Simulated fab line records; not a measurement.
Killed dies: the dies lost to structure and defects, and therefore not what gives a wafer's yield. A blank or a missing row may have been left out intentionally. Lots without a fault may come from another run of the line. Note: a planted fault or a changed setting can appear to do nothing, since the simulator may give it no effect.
A lot that was struck, set against a sound lot | flow gf180mcu | 14 out of 602 route steps
Sound: the wafers L501.2, L501.4, L501.6. Struck: wafer L512.2 (L512.3, L512.5, from the same lot, were not struck and are left out); the cause is given at the end.
Per side, at each step with rows, come the tool, then ch with its chambers, and then its first start. Under that, the readings that differ: sound wafers | struck wafers | difference of the means | sigmas: that difference in standard deviations of wafers without a fault.
alike: words and numbers the same on both sides, and readings whose means are apart by under 2 such deviations; not compared: readings that were withheld, readings missing a value for some wafer, numbers with overlapping values and no deviation given by the record, and bounds like >300 which may hide the same value.
The two part at a step that has a row with sigmas, a row that says differs or no value, or rows on one side only. Non-overlapping numbers with no deviation appear without sigmas and do not part them. Lack of a reading on every wafer of one side parts them only where that side has two or more wafers.

first, 4 steps without rows for these wafers: GF_V5_STRIP_18 (strips in O2/N2); GF_V5_STRIP_19 (strips in post etch residue remover, time 1200 s); GF_V5_CLEAN_20 (cleans in DIW); GF_V5_SPUTTER_21 (material Ti, target thk 15 nm, time 80.02 s).
GF_V5_SPUTTER_22: material TiN, target thk 10 nm, time 40 s.
  sound: pvd_sputter-02 at day 28 19:34; struck: pvd_sputter-03 at day 31 20:55
  alike: throttle_valve_pct
then, 1 step without rows for these wafers: GF_V5_CVD_23 (deposits W, target thk 350 nm, time 104.9 s).
GF_V5_RS_MEAS_24: measurement is done with a four-point probe.
  sound: film_metro-03 at day 28 19:44; struck: film_metro-03 at day 31 21:05
  alike: V5_W_RS
GF_V5_THK_MEAS_25: measures by xrf.
  sound: film_metro-03 at day 28 19:50; struck: film_metro-03 at day 31 21:11
  alike: V5_W_THK
GF_V5_CMP_26: polishes, stops on SiO2, t overpolish 15 s, target thk 0 nm.
  sound on cmp-01 ch 0,1,2, day 28 19:56; struck on cmp-02 ch 2, day 31 21:17
  reading              | sound                | struck | difference | sigmas
  overpolish_run_s (s) | 15.006 14.986 14.984 | 15.014 | +0.022     | +2
  alike: motor_current_A, time_to_endpoint_s
then, 1 step without rows for these wafers: GF_TOP_METAL_SPUTTER_00 (material Ti, target thk 37.5 nm, time 150 s).
GF_TOP_METAL_SPUTTER_01: material TiN, target thk 30 nm, time 25 s.
  sound: pvd_sputter-04 at day 28 20:17; struck: pvd_sputter-01 at day 31 21:38
  alike: throttle_valve_pct
GF_TOP_METAL_SPUTTER_02: material AlCu, target thk 900 nm, time 47.82 s.
  sound: pvd_sputter-04 at day 28 20:19; struck: pvd_sputter-01 at day 31 21:40
  alike: throttle_valve_pct
GF_TOP_METAL_SPUTTER_03: material Ti, target thk 5 nm, time 3.3 s.
  sound: pvd_sputter-04 at day 28 20:22; struck: pvd_sputter-01 at day 31 21:43
  reading                                      | sound           | struck | difference | sigmas
  model.Ti_of_TOP_METAL_SPUTTER_03.thk_nm (nm) | 4.937 4.9 4.933 | 7.703  | +2.780     |
  alike: throttle_valve_pct
GF_TOP_METAL_SPUTTER_04: material TiN, target thk 25 nm, time 20.8 s.
  sound: pvd_sputter-04 at day 28 20:23; struck: pvd_sputter-01 at day 31 21:44
  alike: throttle_valve_pct

## WHERE THEY PART
GF_V5_CMP_26 only, going by this record. Later steps at which nothing parts them and some readings are alike: GF_TOP_METAL_SPUTTER_01, GF_TOP_METAL_SPUTTER_02, GF_TOP_METAL_SPUTTER_03, GF_TOP_METAL_SPUTTER_04.

WHY: what had been put in by the simulator
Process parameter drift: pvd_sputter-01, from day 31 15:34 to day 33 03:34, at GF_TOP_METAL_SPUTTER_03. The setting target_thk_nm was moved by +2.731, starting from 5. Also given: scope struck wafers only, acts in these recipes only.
